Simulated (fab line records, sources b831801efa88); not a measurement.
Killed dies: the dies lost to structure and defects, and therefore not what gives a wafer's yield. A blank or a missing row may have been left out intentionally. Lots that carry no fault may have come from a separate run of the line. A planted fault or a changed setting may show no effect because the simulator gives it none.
fab line records	flow sky130
record: lots: 6	wafers: 18	last-day: 50
route steps=708 shown METAL2@504 VIA2@507 PAD_OPEN@708
lots that met no fault: from a run of the same line without faults
start-h: start of the lot's first displayed wafer, in hours after the record's first day	wait-h: hours from the lot's prior step to this one	" as in the row above	L1.1+2: one row covering several wafers at once	- no value present, or no start provided	* or withheld: withheld	< > ~ a bound
route shown NAME@n: a module of which the file shows steps, and the number in the route of the first	usual: mean/standard deviation of fault-free wafers	same: alike in all rows	chamber/n: place in a boat	sites: readings site by site	_std_site: the standard deviation of these	_edge_site: mean of outer sites minus mean of inner sites	radius-mm: for every site, how far away it sits from the centre of the wafer	mask NAME#n: copy n	behind: tool/chamber where the wafer was last shaped	hold: the reason the lot was held/the length of the hold in hours/how it ended	device: transistor that didn't switch, given as n, p or np	end of line: at the end of the route, the tests of the same wafers	for a step that has no rows: nothing shown but its recipe	killed: the dies lost at the first sort to structure and to defects; this is not the yield of the wafer	map: the dies of a wafer, with x for killed, . for not killed, _ for no die there
set.NAME: setting as actually run; set.NAME@STEP: the setting as run at that earlier step	model.NAME: the simulator's own value behind a step, which no gauge read
lots at selected steps of the route; one table per step, one row per wafer
services: when a tool's chamber went out of use (start-h, in hours from the record's first day, below 0 if earlier), for how many hours, and the reason
== steps ==
step: SKY_METAL2_STRIP_21
recipe: chemistry: post-etch-residue-remover	time-s: 1200	temp-c: 72.5
step: SKY_METAL2_CLEAN_22
recipe: chemistry: IPA	time-s: 180	temp-c: 25
step: SKY_METAL2_CLEAN_23
recipe: chemistry: O3/DIW	dry: n2-spin
step: SKY_VIA2_HDPCVD_00
recipe: material: SiO2	target-thk-nm: 1180	sigma-open-frac: 0.3	time-s: 196.7	temp-c: 400	sih4-flow-sccm: 60	pressure-mtorr: 6
step: SKY_VIA2_THK_MEAS_01
recipe: reads: SiO2_of_VIA2_HDPCVD_00
usual: VIA2_HDPCVD_THK: 1191/11
lot.wafer	tool	chamber	start-h	wait-h	VIA2_HDPCVD_THK[nm]
L319.3	film-metro-01	-	814.26	0.1	1188
L319.4	"	-	"	"	1200
L319.6	"	-	"	"	1194
L322.2	film-metro-02	-	848.76	0.1	1205
L322.4	"	-	"	"	1206
L322.6	"	-	"	"	1195
L323.2	film-metro-02	-	856.58	0.1	1208
L323.3	"	-	"	"	1193
L323.4	"	-	"	"	1188
L336.2	film-metro-03	-	980.19	0.1	1177
L336.3	"	-	"	"	1194
L336.5	"	-	"	"	1178
L339.1	film-metro-01	-	980.85	0.1	1183
L339.2	"	-	"	"	1181
L339.6	"	-	"	"	1182
L340.4	film-metro-03	-	985.91	0.0	1179
L340.5	"	-	"	"	1169
L340.6	"	-	"	"	1160
step: SKY_VIA2_CMP_02
recipe: material: SiO2	down-force-psi: 4	platen-rpm: 60	pad-velocity-m-s: 0.94248
usual: motor-current-A: 12.5/0.94
lot.wafer	tool	chamber	start-h	wait-h	motor-current-A
L319.3	cmp-02	1	814.35	0.1	11.8
L319.4	"	3	"	"	13.1
L319.6	"	1	"	"	13.3
L322.4	cmp-02	0	848.81	0.0	12.9
L322.2	"	3	"	"	13.2
L322.6	"	1	"	"	12.6
L323.3	cmp-01	1	856.63	0.0	11.2
L323.4	"	2	"	"	12.2
L323.2	"	3	"	"	11.9
L336.3	cmp-02	2	980.34	0.1	13.9
L336.2	"	3	"	"	13.0
L336.5	"	1	"	"	12.5
L339.1	cmp-01	2	980.91	0.1	11.5
L339.2	"	1	"	"	12.3
L339.6	"	2	"	"	11.6
L340.4	cmp-01	1	986.28	0.4	12.0
L340.6	"	0	"	"	12.4
L340.5	"	1	"	"	12.0
step: SKY_VIA2_BOW_MEAS_03
recipe: mode: bow
usual: VIA2_BOW: 88/7.4
lot.wafer	tool	chamber	start-h	wait-h	VIA2_BOW[um]
L319.3	film-metro-02	-	814.64	0.2	85
L319.4	"	-	"	"	93
L319.6	"	-	"	"	87
L322.2	film-metro-01	-	849.13	0.1	84
L322.4	"	-	"	"	82
L322.6	"	-	"	"	90
L323.2	film-metro-02	-	856.95	0.2	87
L323.3	"	-	"	"	77
L323.4	"	-	"	"	90
L336.2	film-metro-01	-	980.56	0.1	80
L336.3	"	-	"	"	82
L336.5	"	-	"	"	78
L339.1	film-metro-01	-	981.21	0.2	82
L339.2	"	-	"	"	98
L339.6	"	-	"	"	86
L340.4	film-metro-02	-	986.59	0.3	102
L340.5	"	-	"	"	102
L340.6	"	-	"	"	104
step: SKY_VIA2_DEHYDRATE_04
recipe: temp-c: 200	time-s: 60
step: SKY_VIA2_HMDS_05
recipe: prime-time-s: 60	prime-temp-c: 120
step: SKY_VIA2_COAT_06
recipe: resist: BARC	temp-c: withheld	time-s: withheld	spin-rpm: 3000	resist-thk-nm: 60
step: SKY_VIA2_COAT_07
recipe: resist: KrF-thick	spin-rpm: 3000	resist-thk-nm: 450
step: SKY_VIA2_SOFTBAKE_08
recipe: temp-c: 100	time-s: 90	resist: KrF-thick
step: SKY_VIA2_EXPOSE_09
recipe: mask-id: VIM2	na: 0.8	source-shape: annular	sigma-inner: 0.55	sigma-outer: 0.85	target-cd-nm: 200	dose-mj: 38
lot.wafer	tool	chamber	start-h	wait-h	mask
L319.3+4+6	krf-scanner-01	0	827.56	-	VIM2#0
L322.2+4+6	krf-scanner-01	0	862.73	-	VIM2#0
L323.2+3+4	krf-scanner-01	0	871.14	-	VIM2#0
L336.2+3+5	krf-scanner-02	0	992.23	-	VIM2#0
L339.1+2+6	krf-scanner-02	0	993.17	-	VIM2#0
L340.4+5+6	krf-scanner-01	0	999.61	-	VIM2#0
step: SKY_VIA2_PEB_10
recipe: peb-temp-c: withheld	peb-time-s: withheld	resist: KrF-thick
step: SKY_VIA2_DEVELOP_11
recipe: develop-time-s: 60	resist: KrF-thick	dev-temp-c: 21.74
lot.wafer	tool	chamber	start-h	wait-h	model.VIA2.cd-nm
L319.3	litho-track-03	0	-	-	198.8
L319.4	"	0	"	"	198.4
L319.6	"	0	"	"	198.5
L322.2	litho-track-04	0	-	-	170.7
L322.4	"	0	"	"	156.6
L322.6	"	0	"	"	153.3
L323.2	litho-track-01	0	-	-	169.4
L323.3	"	0	"	"	148
L323.4	"	0	"	"	174.2
L336.2	litho-track-01	0	-	-	201.3
L336.3	"	0	"	"	202.2
L336.5	"	0	"	"	200.5
L339.1	litho-track-03	0	-	-	200.4
L339.2	"	0	"	"	198.8
L339.6	"	0	"	"	200.5
L340.4	litho-track-04	0	-	-	199.9
L340.5	"	0	"	"	199.8
L340.6	"	0	"	"	199.7
step: SKY_VIA2_CD_MEAS_12
recipe: target-cd-nm: 200
usual: cd-nm: 199.7/1.3
lot.wafer	tool	chamber	start-h	wait-h	cd-nm
L319.3	cd-sem-02	-	841.71	-	198.8
L319.4	"	-	"	"	198.6
L319.6	"	-	"	"	198.3
L322.2	cd-sem-02	-	874.91	-	170.5
L322.4	"	-	"	"	156.5
L322.6	"	-	"	"	153.6
L323.2	cd-sem-02	-	882.99	-	169.6
L323.3	"	-	"	"	148.0
L323.4	"	-	"	"	174.1
L336.2	cd-sem-01	-	1003.64	-	201.2
L336.3	"	-	"	"	202.2
L336.5	"	-	"	"	200.6
L339.1	cd-sem-02	-	1004.33	-	200.7
L339.2	"	-	"	"	198.8
L339.6	"	-	"	"	200.5
L340.4	cd-sem-01	-	1009.74	-	199.8
L340.5	"	-	"	"	199.9
L340.6	"	-	"	"	199.6
step: SKY_VIA2_OVL_MEAS_13
usual: VIA2_OVL: -2/5.4
lot.wafer	tool	chamber	start-h	wait-h	VIA2_OVL[nm]
L319.3	overlay-01	-	841.81	0.1	0
L319.4	"	-	"	"	5
L319.6	"	-	"	"	4
L322.2	overlay-02	-	875.01	0.1	-1
L322.4	"	-	"	"	-3
L322.6	"	-	"	"	2
L323.2	overlay-01	-	883.09	0.1	-6
L323.3	"	-	"	"	-1
L323.4	"	-	"	"	-7
L336.2	overlay-02	-	1003.74	0.1	-2
L336.3	"	-	"	"	-8
L336.5	"	-	"	"	-1
L339.1	overlay-01	-	1004.45	0.1	-1
L339.2	"	-	"	"	6
L339.6	"	-	"	"	5
L340.4	overlay-01	-	1009.82	0.1	-3
L340.5	"	-	"	"	1
L340.6	"	-	"	"	2
step: SKY_VIA2_ETCH_14
recipe: chemistry: N2/H2	target: BARC	ion-energy-ev: 200	source-w: 500	bias-w: 100	pressure-mtorr: 30	n2-flow-sccm: 100	h2-flow-sccm: 200	stop-on: SiO2	time-s: 45.9	target-depth-a: 600
usual: drypump-motor-current-A: 5.74/0.25	oes-product-au: 0.855/0.0045	throttle-valve-pct: 13.225/0.0099
same: time-s: 45.9
lot.wafer	tool	chamber	start-h	wait-h	drypump-motor-current-A	oes-product-au	rf-hours-counter-h	throttle-valve-pct
L319.3	rie-diel-02	0	841.83	0.0	5.60	0.862	26	13.221
L319.4	"	1	"	"	5.89	0.858	12	13.235
L319.6	"	0	"	"	5.60	0.866	-	13.229
L322.2	rie-diel-04	3	875.04	0.0	5.81	0.855	25	13.225
L322.4	"	0	"	"	5.97	0.850	17	13.225
L322.6	"	3	"	"	5.82	0.851	-	13.227
L323.2	rie-diel-03	3	883.12	0.0	5.91	0.850	10	13.236
L323.3	"	0	"	"	5.63	0.851	9	13.223
L323.4	"	0	"	"	5.63	0.863	-	13.232
L336.2	rie-diel-03	0	1003.77	0.0	5.65	0.860	13	13.225
L336.3	"	1	"	"	5.83	0.857	20	13.202
L336.5	"	2	"	"	5.42	0.849	-	13.224
L339.1	rie-diel-04	0	1004.48	0.0	6.01	0.851	22	13.213
L339.2	"	3	"	"	5.80	0.862	2	13.228
L339.6	"	1	"	"	5.49	0.850	-	13.224
L340.4	rie-diel-03	2	1009.84	0.0	5.42	0.858	20	13.237
L340.5	"	0	"	"	5.66	0.854	-	13.222
L340.6	"	3	"	"	5.90	0.857	-	13.239
step: SKY_VIA2_ETCH_15
recipe: target: SiO2	chemistry: C4F8/O2/Ar	target-depth-nm: 546	stop-on: TiN	mask-material: KrF-thick	source-w: 1500	bias-w: 1200	pressure-mtorr: 40	c4f8-flow-sccm: withheld	O2_flow_sccm: 6	Ar_flow_sccm: 300	time-s: 84
usual: oes-product-au: 0.939/0.0049
same: time-s: 84
lot.wafer	tool	chamber	start-h	wait-h	oes-product-au	rf-hours-counter-h	model.VIA2.cd-nm
L319.3	rie-diel-02	0	841.87	0.0	0.943	26	200.7
L319.4	"	1	"	"	0.937	12	201.4
L319.6	"	0	"	"	0.940	-	201.2
L322.2	rie-diel-04	3	875.08	0.0	0.943	25	173.7
L322.4	"	0	"	"	0.933	17	157.4
L322.6	"	3	"	"	0.946	-	154.4
L323.2	rie-diel-03	3	883.16	0.0	0.934	10	169
L323.3	"	0	"	"	0.945	9	149.5
L323.4	"	0	"	"	0.948	-	176.6
L336.2	rie-diel-03	0	1003.81	0.0	0.937	13	202
L336.3	"	1	"	"	0.941	20	201.5
L336.5	"	2	"	"	0.942	-	200.5
L339.1	rie-diel-04	0	1004.52	0.0	0.939	22	204
L339.2	"	3	"	"	0.933	2	196.4
L339.6	"	1	"	"	0.929	-	207.7
L340.4	rie-diel-03	2	1009.88	0.0	0.931	20	200.9
L340.5	"	0	"	"	0.941	-	200.8
L340.6	"	3	"	"	0.946	-	195.9
step: SKY_VIA2_STRIP_16
recipe: chemistry: O2/N2	power-w: 1400	pressure-mtorr: 1500	platen-temp-c: withheld	o2-flow-sccm: 3000	n2-flow-sccm: 300	overash-fraction: 0.5
usual: drypump-motor-current-A: 5.5/0.32	oes-product-au: 0.398/0.0044	strip-time-to-endpoint-s: 4.047/0.021
lot.wafer	tool	chamber	start-h	wait-h	drypump-motor-current-A	oes-product-au	rf-hours-counter-h	strip-time-to-endpoint-s
L319.3	plasma-asher-04	1	841.97	0.1	5.3	0.398	-	4.006
L319.4	"	0	"	"	5.5	0.396	-	4.041
L319.6	"	1	"	"	5.2	0.392	-	4.028
L322.2	plasma-asher-01	1	875.15	0.0	4.9	0.398	11	4.070
L322.4	"	1	"	"	4.9	0.404	-	4.043
L322.6	"	0	"	"	5.6	0.403	-	4.080
L323.2	plasma-asher-04	1	883.23	0.0	5.3	0.393	47	4.058
L323.3	"	0	"	"	5.5	0.401	-	4.068
L323.4	"	1	"	"	5.3	0.396	-	4.065
L336.2	plasma-asher-03	0	1003.88	0.0	5.9	0.396	115	4.033
L336.3	"	1	"	"	5.8	0.402	-	4.059
L336.5	"	1	"	"	5.7	0.392	-	4.044
L339.1	plasma-asher-04	0	1004.59	0.0	5.6	0.395	59	4.059
L339.2	"	1	"	"	5.3	0.399	59	4.054
L339.6	"	1	"	"	5.3	0.394	-	4.016
L340.4	plasma-asher-01	1	1009.98	0.1	4.9	0.398	-	4.048
L340.5	"	1	"	"	4.9	0.396	-	4.063
L340.6	"	0	"	"	5.6	0.396	-	4.077
step: SKY_PAD_OPEN_PROBE_99
usual: defect-limited-yield: 82.8/1.7	killed_at_M0_to_M3: 43/6.2	killed_at_M4_up: 2.8/1.7	killed-at-contacts: 24/4.8	killed-at-front-end: 15/4.3	killed-at-other: 0.3/0.55	killed-dies: 85/8.4	killed-on-rim: 17/3.8	killed-open: 46/6.7	killed-short: 38/6.2	sort_bin_3_pad_short: 0.9/0.46	sort_bin_5_function: 10.2/1.3	sort_bin_6_memory: 6.1/0.9	sort-n-pass: 407/8.4	sort-yield-pct: 82.8/1.7
same: gross-dies: 492	killed-at-back-side: 0	sort_bin_4_leakage[%]: 0	sort_bin_8_speed[%]: 0
lot.wafer	tool	chamber	start-h	wait-h	defect-limited-yield[%]	killed_at_M0_to_M3	killed_at_M4_up	killed-at-contacts	killed-at-front-end	killed-at-other	killed-dies	killed-on-rim	killed-open	killed-short	sort_bin_3_pad_short[%]	sort_bin_5_function[%]	sort_bin_6_memory[%]	sort-n-pass	sort-yield-pct[%]
L319.3	prober-02	-	1071.33	0.2	86.4	33	3	21	10	0	67	12	35	32	0.8	6.7	6.1	425	86.4
L319.4	prober-02	-	1071.38	0.2	81.7	50	1	25	14	0	90	22	45	45	0.6	10.4	7.3	402	81.7
L319.6	prober-02	-	1071.48	0.2	82.3	44	5	22	16	0	87	17	52	34	0.4	10.8	6.5	405	82.3
L322.2	prober-01	-	1097.38	0.1	78.3	69	2	28	8	0	107	15	44	37	1.2	14.6	5.9	385	78.3
L322.4	prober-01	-	1097.48	0.2	10.6	404	2	16	16	2	440	64	55	35	0.4	82.5	6.5	52	10.6
L322.6	prober-01	-	1097.58	0.2	3.9	415	7	35	15	1	473	81	47	54	1.2	88.4	6.5	19	3.9
L323.2	prober-02	-	1102.19	0.1	63.2	142	2	17	17	3	181	21	44	38	0.6	29.9	6.3	311	63.2
L323.3	prober-02	-	1102.24	0.2	0.4	450	8	19	13	0	490	95	40	40	1.2	92.9	5.5	2	0.4
L323.4	prober-02	-	1102.29	0.2	76.6	71	5	20	19	0	115	18	53	44	1.8	14.0	7.5	377	76.6
L336.2	prober-02	-	1194.42	0.1	82.9	36	6	27	15	0	84	18	46	38	0.6	10.0	6.5	408	82.9
L336.3	prober-02	-	1194.47	0.2	85.4	37	1	23	11	0	72	17	34	38	1.2	9.3	4.1	420	85.4
L336.5	prober-02	-	1194.57	0.2	85.0	40	2	14	18	0	74	18	45	29	0.4	9.8	4.9	418	85.0
L340.4	prober-01	-	1202.95	0.2	79.5	54	7	23	17	0	101	17	56	45	1.6	10.8	8.1	391	79.5
L340.5	prober-01	-	1203.00	0.2	82.7	44	1	19	20	1	85	15	44	41	1.2	9.8	6.3	407	82.7
L340.6	prober-01	-	1203.05	0.2	84.1	37	4	24	13	0	78	13	41	37	1.0	7.9	6.9	414	84.1
killed by level:class
L319.3 CONTACT:geometric-particle:open=11 VIA2:geometric-particle:open=7 FIELD_ISO:geometric-particle:short=6 METAL1:geometric-particle:short=5 VIA3:geometric-particle:open=5 LI_CONTACT:geometric-particle:short=4 CONTACT:geometric-particle:short=4 VIA1:geometric-particle:open=4
L319.4 VIA1:geometric-particle:open=15 VIA1:geometric-particle:short=10 METAL1:geometric-particle:short=8 CONTACT:geometric-particle:open=7 LI_CONTACT:geometric-particle:open=6 CONTACT:geometric-particle:short=6 FIELD_ISO:geometric-particle:short=5 VIA3:geometric-particle:open=5
L319.6 VIA1:geometric-particle:open=15 VIA3:geometric-particle:open=12 CONTACT:geometric-particle:open=9 CONTACT:geometric-particle:short=6 FIELD_ISO:geometric-particle:open=5 FIELD_ISO:geometric-particle:short=5 METAL2:geometric-particle:short=5 METAL4:geometric-particle:short=4
L322.2 VIA2:area-expose=25 CONTACT:geometric-particle:open=9 LOCAL_INTERCONNECT:geometric-particle:short=8 VIA2:geometric-particle:open=8 VIA3:geometric-particle:open=8 METAL2:geometric-particle:short=7 VIA1:geometric-particle:open=7 CONTACT:geometric-particle:short=5
L322.4 VIA2:area-expose=350 VIA1:geometric-particle:open=14 VIA2:geometric-particle:open=10 VIA3:geometric-particle:open=8 METAL2:geometric-particle:short=6 FIELD_ISO:geometric-particle:short=5 POLY_GATE:geometric-particle:open=4 LI_CONTACT:geometric-particle:open=4
L322.6 VIA2:area-expose=372 LI_CONTACT:geometric-particle:open=10 METAL1:geometric-particle:short=8 VIA3:geometric-particle:open=8 CONTACT:geometric-particle:open=7 LI_CONTACT:geometric-particle:short=7 VIA1:geometric-particle:open=7 LOCAL_INTERCONNECT:geometric-particle:short=6
L323.2 VIA2:area-expose=99 VIA2:geometric-particle:open=13 FIELD_ISO:geometric-particle:short=5 POLY_GATE:geometric-particle:open=5 CONTACT:geometric-particle:open=5 CONTACT:geometric-particle:short=4 METAL1:geometric-particle:short=4 METAL2:geometric-particle:short=4
L323.3 VIA2:area-expose=410 VIA1:geometric-particle:open=8 LI_CONTACT:geometric-particle:open=6 VIA2:geometric-particle:short=6 METAL4:geometric-particle:short=6 VIA2:geometric-particle:open=6 FIELD_ISO:geometric-particle:open=5 METAL1:geometric-particle:short=5
L323.4 VIA2:area-expose=18 VIA2:geometric-particle:open=13 METAL2:geometric-particle:short=11 CONTACT:geometric-particle:open=10 VIA3:geometric-particle:open=7 FIELD_ISO:geometric-particle:open=6 VIA1:geometric-particle:open=6 FIELD_ISO:geometric-particle:short=5
L336.2 CONTACT:geometric-particle:open=14 VIA1:geometric-particle:open=10 FIELD_ISO:geometric-particle:open=5 FIELD_ISO:geometric-particle:short=5 METAL3:geometric-particle:short=5 LI_CONTACT:geometric-particle:open=4 LOCAL_INTERCONNECT:geometric-particle:short=4 VIA2:geometric-particle:short=4
L336.3 METAL1:geometric-particle:short=9 CONTACT:geometric-particle:open=7 CONTACT:geometric-particle:short=6 LI_CONTACT:geometric-particle:open=5 VIA1:geometric-particle:open=5 VIA3:geometric-particle:short=5 POLY_GATE:geometric-particle:open=4 METAL2:geometric-particle:short=4
L336.5 VIA1:geometric-particle:open=8 VIA2:geometric-particle:open=8 VIA3:geometric-particle:open=7 POLY_GATE:geometric-particle:open=5 FIELD_ISO:geometric-particle:open=4 LOCAL_INTERCONNECT:geometric-particle:short=4 CONTACT:geometric-particle:open=4 METAL1:geometric-particle:short=4
L340.4 VIA2:geometric-particle:open=16 METAL1:geometric-particle:short=10 VIA3:geometric-particle:open=8 LI_CONTACT:geometric-particle:open=7 VIA1:geometric-particle:open=7 METAL4:geometric-particle:short=6 FIELD_ISO:geometric-particle:open=5 CONTACT:geometric-particle:short=5
L340.5 CONTACT:geometric-particle:open=9 VIA3:geometric-particle:open=9 VIA1:geometric-particle:open=8 FIELD_ISO:geometric-particle:short=7 FIELD_ISO:geometric-particle:open=6 METAL1:geometric-particle:short=6 VIA3:geometric-particle:short=5 LI_CONTACT:geometric-particle:open=4
L340.6 LI_CONTACT:geometric-particle:open=10 METAL2:geometric-particle:short=9 CONTACT:geometric-particle:open=8 VIA2:geometric-particle:open=8 POLY_GATE:geometric-particle:short=5 VIA1:geometric-particle:open=5 METAL1:geometric-particle:short=4 POLY_GATE:geometric-particle:open=3
map L322.6 (x killed, . not)
__________..xxx.xxxx_________
________xxxxxxxxxxxxxx_______
______xxxxxxxxxxxxxxxxx._____
_____xxxxxxxxxxxxxxxxxxxx____
____xxxxxxxxxxxxxxxxxxxxx.___
___x.xxxxxxxxxxxxxxxxxxxxxx__
__xxxxxxxxxxxxxxxxxxxxxxxx.x_
_xxxxxxxxxxxxxxxxxxxxxxxxxxxx
_xxxxxxxxxxxxxxxxxxxxxxxxxxx.
_xxxxxxxxxxxxxxxxxxxxxxxxxxxx
_xxxxxxxxxxxxxxxxxxxxxxxxxxx.
_xxxxxxxxxxxxxxxxxxxxxxxxxxxx
_xxxxxxxxxxxxxxxxxxxxxxxxx.xx
_xxxxxxxxxxxxxxxxxxxxxxxxxx.x
_xxxxxxxxxxxxxxxxxxxxxxx.xx.x
__xxxxxxxxxxxxxxxxxxxxxxxxx._
___xxxxxxxxxxxxxxxxxxxxxxxx__
____xxxxxxxxxxxxxxxxxxxxx.___
_____xxxxx.xxxxxxxxxxxxx.____
______xxxxxxxxxxxxxxxxx._____
________xxxxxxxxxxxxxx_______
__________xxx.xxxxxx_________
map L323.3 (x killed, . not)
__________xxxxxxxxxx_________
________xxxxxxxxxxxxxx_______
______xxxxxxxxxxxxxxxxxx_____
_____xxxxxxxxxxxxxxxxxxxx____
____xxxxxxxxxxxxxxxxxxxxxx___
___xxxxxxxxxxxxxxxxxxxxxxxx__
__xxxxxxxxxxxxxxxxxxxxxxxxxx_
_xxxxxxxxxxxxxxxxxxxxxxxxxxxx
_xxxxxxxxxxxxxxxxxxxxxxxxx.xx
_xxxxxxxxxxxxxxxxxxxxxxxxxxxx
_xxxxxxxxxxxxxxxxxxxxxxxxxxxx
_xxxxxxxxxxxxxxxxxxxxxxxxxxxx
_xxxxxxxxxxxxxxxxxxxxxxxxxxxx
_xxxxxxxxxxxxxxxxxxxxxxxxxxxx
_xxxxxxxxxxxxxxxxxxxxxxxxxxxx
__xxxxxxxxxxxxxxxxxxxxxxxxxx_
___xxxxxxxxxxxxxxxxxxxxxxxx__
____xxxxxxxxxxxxxxxxxxxxxx___
_____xxxxxxxxxxxxxxxxxxxx____
______xxxxxxxxxxxxxxxxxx_____
________xxxxxxxxxxx.xx_______
__________xxxxxxxxxx_________
== services ==
tool	chamber	start-h	hours	kind
krf-scanner-02	-	794.75	0.8	pm
cmp-01	-	799.33	0.7	repair
cmp-01	-	804.46	1.1	repair
krf-scanner-01	-	806.13	1.3	pm
plasma-asher-01	-	807.45	15.6	pm
krf-scanner-02	-	826.63	1.7	repair
rie-diel-04	2	831.20	14.3	repair
cmp-02	-	832.09	5.0	repair
plasma-asher-01	-	834.36	1.3	repair
cmp-01	-	835.17	0.3	repair
rie-diel-03	1	869.69	19.0	repair
cmp-02	-	912.17	4.0	pm
cmp-01	-	934.40	6.5	repair
cmp-01	-	935.63	0.3	repair
krf-scanner-01	-	941.11	1.0	pm
krf-scanner-01	-	948.38	0.8	pm
krf-scanner-01	-	952.83	0.3	repair
rie-diel-04	-	968.93	0.8	repair
krf-scanner-01	-	979.85	0.4	repair
krf-scanner-01	-	981.93	1.3	pm
cmp-02	-	982.57	4.1	pm
cmp-01	-	987.42	1.4	repair
cmp-01	-	991.57	3.6	repair
plasma-asher-04	-	1007.67	14.6	pm
== key ==
first-sign: step: SKY_VIA2_CD_MEAS_12	reading: cd-nm	direction: down	sigmas: 30	usual: 199.7	struck: 162.1
effect: step: SKY_PAD_OPEN_PROBE_99	reading: killed_at_M0_to_M3	direction: up	sigmas: 35	usual: 43	struck: 258
model-effect: step: SKY_VIA2_DEVELOP_11	value: VIA2.cd-nm	without: 201.4	struck: 162
model-effect: step: SKY_VIA2_ETCH_15	value: VIA2.cd-nm	without: 202.8	struck: 163.4
more-kills-born-at: SKY_VIA2_EXPOSE_09@krf-scanner-01: 1274
met-at SKY_VIA2_EXPOSE_09
struck-wafers L322.2,L322.4,L322.6,L323.2,L323.3,L323.4
later-rows-left-out L322.4,L322.6,L323.3
onset-between 827.56 862.73
fault: kind: process-parameter-drift	tool: krf-scanner-01	chamber: -	onset-h: 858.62	steps: SKY_VIA2_EXPOSE_09	channel: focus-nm	offset: 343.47	spread-by-wafer: 0.3	shape: step	end-h: 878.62
later-rows-left-out: the simulator's readings of these wafers behind a module that went badly wrong aren't trusted and aren't shown, but for the sort
